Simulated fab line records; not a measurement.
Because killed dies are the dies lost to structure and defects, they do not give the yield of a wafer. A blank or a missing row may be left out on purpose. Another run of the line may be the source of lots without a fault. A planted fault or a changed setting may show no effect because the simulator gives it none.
What tool caused it? ; flow sky130 ; 12 lots, 36 wafers sampled, at 4 steps of a route of 708

== WHAT THE GAUGES READ, wafer by wafer ==
SKY_POLY_GATE_CD_MEAS_22. Usual: 151 nm for cd nm, sd 3.1.
lot;measured;on;cd nm (nm);flag
L181;day 16 13:16;cd sem-01;151 150 152;
L182;day 16 22:14;cd sem-01;158 155 157;
L184;day 17 17:02;cd sem-01;148 147 146;
L186;day 18 20:19;cd sem-02;149 148 150;
L188;day 19 12:35;cd sem-01;152 150 157;
L191;day 20 10:55;cd sem-01;142 147 151;
L193;day 21 07:51;cd sem-01;151 150 149;
L194;day 21 22:18;cd sem-01;149 148 148;
L198;day 23 13:41;cd sem-02;149 149 151;
L200;day 24 00:12;cd sem-01;148 149 148;
L203;day 24 14:10;cd sem-01;149 150 150;
L202;day 24 20:16;cd sem-02;149 151 158;

SKY_LI_CONTACT_CD_MEAS_12: target cd 170 nm. Usual: 169.9 nm for cd nm, sd 1.7.
lot;measured;on;cd nm (nm);flag
L181;day 29 05:28;cd sem-02;168.4 169.4 170.4;
L182;day 29 16:13;cd sem-02;169.2 170.2 171.4;
L184;day 30 08:04;cd sem-02;168.5 169.3 169.8;
L186;day 31 10:35;cd sem-02;169.8 171.8 171.5;
L188;day 31 21:19;cd sem-01;172.4 171.2 171.7;
L191;day 32 18:44;cd sem-02;170.5 170.6 168.9;
L193;day 33 12:56;cd sem-01;169.7 170.8 171.3;
L194;day 34 00:59;cd sem-02;170.3 171.2 169.5;
L198;day 35 11:28;cd sem-01;169.2 170.9 169.1;
L200;day 35 20:27;cd sem-02;170.8 170.0 170.5;
L203;day 36 11:22;cd sem-02;168.4 170.7 170.2;
L202;day 36 13:54;cd sem-01;168.4 167.2 167.5;

== TOOL THAT RAN EACH LOT (tool first, then ch and the chambers of the sampled wafers, then the start) ==
lot;SKY_SD_N_SOFTBAKE_03;SKY_SD_N_STRIP_11
L181;litho track-02 ch 0, day 27 08:40;plasma asher-01 ch 0,1, day 27 23:59
L182;litho track-02 ch 0, day 27 19:16;plasma asher-04 ch 0,1, day 28 10:17
L184;litho track-03 ch 0, day 28 12:18;plasma asher-04 ch 0,1, day 29 03:14
L186;litho track-01 ch 0, day 29 14:54;plasma asher-04 ch 0,1, day 30 05:30
L188;litho track-02 ch 0, day 30 02:18;plasma asher-02 ch 0,1, day 30 16:44
L191;litho track-01 ch 0, day 31 00:15;plasma asher-01 ch 0,1, day 31 14:59
L193;litho track-02 ch 0, day 31 18:24;plasma asher-04 ch 0,1, day 32 08:22
L194;litho track-02 ch 0, day 32 06:21;plasma asher-02 ch 0,1, day 32 21:02
L198;litho track-03 ch 0, day 33 18:51;plasma asher-04 ch 0,1, day 34 07:59
L200;litho track-03 ch 0, day 34 02:49;plasma asher-04 ch 0,1, day 34 16:45
L203;litho track-02 ch 0, day 34 17:42;plasma asher-04 ch 0,1, day 35 07:45
L202;litho track-02 ch 0, day 34 20:39;plasma asher-02 ch 0,1, day 35 10:14
- SKY_SD_N_SOFTBAKE_03: time 60 s.
- SKY_SD_N_STRIP_11: strips in O2/N2.

== WHAT THE TOOLS THEMSELVES READ (means of the sampled wafers that have a number; where no wafer has one, the mark that the record gives instead) ==
SKY_SD_N_SOFTBAKE_03. Usual: heater power total W 56.60 W, standard deviation 0.048; plate temp C 89.97 C, standard deviation 0.14.
lot;tool;heater power total W (W);plate temp C (C);flag
L181;litho track-02;56.59;90.09;
L182;litho track-02;56.57;89.99;
L184;litho track-03;56.63;89.97;
L186;litho track-01;56.56;89.96;
L188;litho track-02;56.59;89.95;
L191;litho track-01;56.59;90.23;
L193;litho track-02;60.53;94.29;OFF
L194;litho track-02;60.54;94.18;OFF
L198;litho track-03;56.59;90.07;
L200;litho track-03;56.63;90.04;
L203;litho track-02;56.57;89.83;
L202;litho track-02;56.57;90.06;

SKY_SD_N_STRIP_11. Usual: drypump motor current A 5.6 A, standard deviation 0.47; n2 flow sccm 299.8 sccm, standard deviation 0.88; oes product au 0.528 a.u., standard deviation 0.0048; strip time to endpoint s 22.55 s, standard deviation 0.032.
lot;tool;drypump motor current A (A);n2 flow sccm (sccm);oes product au (a.u.);strip time to endpoint s (s);flag
L181;plasma asher-01;6.0;300.3;0.533;22.55;
L182;plasma asher-04;6.0;300.3;0.530;22.54;
L184;plasma asher-04;6.0;299.6;0.527;22.52;
L186;plasma asher-04;6.0;299.5;0.532;22.54;
L188;plasma asher-02;5.1;302.0;0.524;22.54;
L191;plasma asher-01;5.8;299.9;0.529;22.56;
L193;plasma asher-04;5.7;299.6;0.526;22.40;OFF
L194;plasma asher-02;5.1;299.6;0.529;22.39;OFF
L198;plasma asher-04;5.7;298.6;0.529;22.54;
L200;plasma asher-04;5.9;299.3;0.527;22.59;
L203;plasma asher-04;6.0;299.4;0.528;22.48;
L202;plasma asher-02;5.1;299.8;0.526;22.57;

== THE ANSWER, worked out from the rows above alone ==
Rule: a lot is off if the mean of its wafers that have a number lies more than 3 standard deviations from the usual mean. A lot without any number at a reading at which 4 lots or more have one is off too. Any other lot the step has rows for is counted as sound. After the gauges, taken in route order, come the tools' own readings; for these a lot's mean is taken, as printed above. At the first step where some lot is off, the reading lying furthest off is the one used; lots without a number count as furthest.
Off: L193, L194, at SKY_SD_N_SOFTBAKE_03 (heater power total W).
If a tool, at that step or one of the process steps before it, ran each lot that is off and ran no sound lot following the first of them, it fits. Of those tried, none fits.

== WHAT HAD BEEN PUT IN BY THE SIMULATOR ==
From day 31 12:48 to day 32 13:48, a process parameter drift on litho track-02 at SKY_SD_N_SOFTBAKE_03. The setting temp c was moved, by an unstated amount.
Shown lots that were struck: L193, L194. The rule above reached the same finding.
